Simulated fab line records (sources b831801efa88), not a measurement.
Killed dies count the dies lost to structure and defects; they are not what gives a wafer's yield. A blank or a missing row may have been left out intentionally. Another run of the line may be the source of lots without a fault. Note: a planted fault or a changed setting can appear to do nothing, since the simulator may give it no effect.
Chamber matching | flow sky130 | SKY_VIA2_CMP_02 on cmp-02 has 4 sister chambers
The step polishes SiO2. 4 wafers are shown with their chamber, then 12 later ones without.

## EACH WAFER AND ITS CHAMBER
wafer  | chamber | motor_current_A (A)
L085.1 | 2       | 11.6
L085.2 | 1       | 12.8
L091.5 | 3       | 12.3
L091.6 | 0       | 10.8

## WAFERS MISSING THEIR CHAMBER
wafer  | motor_current_A (A)
L092.3 | 13.1
L092.4 | 11.8
L092.6 | 10.9
L094.1 | 11.6
L094.2 | 11.7
L094.3 | 12.9
L095.1 | 12.3
L095.3 | 13.0
L095.6 | 10.4
L096.1 | 12.2
L096.3 | 10.3
L096.4 | 11.0

## THE CHAMBER EACH PASSED THROUGH
wafer  | from the rows above     | in truth
L092.3 | 1                       | 1
L092.4 | can't be placed: 2 or 3 | 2
L092.6 | 0                       | 0
L094.1 | 2                       | 2
L094.2 | 2                       | 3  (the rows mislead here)
L094.3 | 1                       | 1
L095.1 | 3                       | 3
L095.3 | 1                       | 1
L095.6 | 0                       | 0
L096.1 | 3                       | 3
L096.3 | 0                       | 0
L096.4 | can't be placed: 0 or 2 | 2
9 of 12 placed correctly. Unplaceable from these rows: 2, with the true chamber sitting among the candidates in 2. Placed wrongly: 1.
How it was worked out, from the rows above alone: a wafer's distance from a chamber is the root of the sum, over the readings, of the square of ((its reading less the chamber's mean) divided by the reading's scatter). If the next closest chamber is less than 2 further off than the closest, the wafer can't be placed; otherwise it belongs to the closest. A chamber's mean is the mean of its shown wafers. The scatter: with one shown wafer a chamber, the root of the mean of the squares of how far each hidden wafer lies from its nearest shown one.
